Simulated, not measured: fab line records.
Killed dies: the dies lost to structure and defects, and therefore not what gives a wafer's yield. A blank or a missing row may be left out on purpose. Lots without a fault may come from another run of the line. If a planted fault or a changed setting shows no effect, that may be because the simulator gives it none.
2 desks, one fault    flow gf180mcu    every desk sees just its own numbers, and what lay behind them comes last

## DESK OF THE TOOL OWNER: cmp-01
The tool's own readings at GF_V5_CMP_26 (polishes, stops on SiO2, t overpolish 15 s, target thk 0 nm): means of the sampled wafers that have a number, for each lot that ran on this tool. If a lot's mean is further than 4 standard deviations from the usual mean, the lot is out of limits and carries the mark OUT (the distance appears in the brackets).
Columns: A = edge zone pressure frac at GF_V5_CMP_26, usual 0.999; B = motor current A at GF_V5_CMP_26, usual 11.1 A; C = overpolish run s at GF_V5_CMP_26, usual 15.000 s; D = time to endpoint s at GF_V5_CMP_26, usual 84 s
lot   first seen here  A      B     C       D
L287  day 26 21:44     1.003  11.4  15.008  86
L288  day 27 02:28     1.001  10.5  14.996  86
L289  day 27 21:38     0.999  10.9  14.999  88
L290  day 28 00:49     1.005  10.9  14.995  88
L291  day 28 10:24     1.005  10.7  15.013  84
L293  day 29 00:52     0.995  11.4  15.000  84
L292  day 29 01:35     0.998  11.1  14.997  86
L294  day 29 16:13     0.993  11.1  15.007  80
L295  day 29 21:08     1.001  11.5  14.999  81
L297  day 30 21:41     1.001  10.9  14.993  86
Result from this desk: across the 10 lots, nothing is out of limits.

## FROM THE METROLOGY DESK
What the gauges read, lot by lot, whatever tool the lot ran on: means of the sampled wafers that have a number. If a lot's mean is further than 4 standard deviations from the usual mean, the lot is out of limits and carries the mark OUT (the distance appears in the brackets).
Columns: A = cd nm at GF_TOP_METAL_CD_MEAS_14, usual 440.7 nm
lot   first seen here  A
L287  day 27 18:20     436.9
L288  day 27 22:34     439.6
L289  day 28 17:18     443.7
L290  day 28 20:23     438.6
L291  day 29 05:29     439.9
L293  day 29 20:07     438.0
L292  day 29 21:12     442.3
L294  day 30 11:18     444.4
L295  day 30 15:08     441.0
L297  day 31 15:32     440.4
L300  day 32 03:29     441.7
L303  day 33 00:17     439.5
L308  day 33 14:56     439.2
Result from this desk: across the 13 lots, nothing is out of limits.

## ALL TOGETHER
Nothing out of limits was seen by the tool owner's desk.
Nothing out of limits was seen by the metrology desk.

## WHAT THE SIMULATOR HAD INSERTED
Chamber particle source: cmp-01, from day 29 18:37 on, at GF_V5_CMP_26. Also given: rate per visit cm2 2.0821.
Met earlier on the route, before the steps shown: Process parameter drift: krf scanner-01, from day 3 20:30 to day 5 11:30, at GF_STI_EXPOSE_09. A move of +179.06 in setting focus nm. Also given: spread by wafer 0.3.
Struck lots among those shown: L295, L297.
